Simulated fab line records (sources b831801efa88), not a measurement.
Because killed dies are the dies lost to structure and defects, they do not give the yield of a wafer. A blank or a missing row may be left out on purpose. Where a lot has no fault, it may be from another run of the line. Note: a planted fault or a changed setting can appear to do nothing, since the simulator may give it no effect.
Chamber matching + flow gf180mcu + GF_V4_CMP_04 on cmp-02 has 4 sister chambers
The step polishes SiO2. 4 wafers are shown with their chamber, then 7 later ones without.

EACH WAFER AND ITS CHAMBER
| wafer  | chamber | motor_current_A (A) |
|--------|---------|---------------------|
| L331.6 | 3       | 13.5                |
| L335.6 | 2       | 11.2                |
| L336.4 | 0       | 11.8                |
| L337.1 | 1       | 13.8                |

WAFERS WHOSE CHAMBER IS MISSING
| wafer  | motor_current_A (A) |
|--------|---------------------|
| L337.2 | 10.9                |
| L337.6 | 13.3                |
| L341.2 | 12.9                |
| L341.5 | 13.5                |
| L341.6 | 10.9                |
| L346.2 | 10.9                |
| L346.5 | 13.2                |

EACH ONE'S CHAMBER
| wafer  | from the rows above          | in truth |
|--------|------------------------------|----------|
| L337.2 | can't be placed: 2 or 0      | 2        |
| L337.6 | can't be placed: 3 or 1      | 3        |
| L341.2 | can't be placed: 3 or 1 or 0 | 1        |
| L341.5 | can't be placed: 3 or 1      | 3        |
| L341.6 | can't be placed: 2 or 0      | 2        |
| L346.2 | can't be placed: 2 or 0      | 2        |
| L346.5 | can't be placed: 3 or 1      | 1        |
0 of 7 placed correctly. Cannot be placed on the basis of these rows: 7; the candidates contain the true chamber in 7. Placed wrongly: 0.
How it was worked out, from the rows above alone: a wafer's distance from a chamber is the root of the sum, over the readings, of the square of ((its reading less the chamber's mean) divided by the reading's scatter). If the next closest chamber is less than 2 further off than the closest, the wafer can't be placed; otherwise it belongs to the closest. Each chamber's mean is taken over the wafers shown for it. The scatter: with one shown wafer a chamber, the root of the mean of the squares of how far each hidden wafer lies from its nearest shown one.
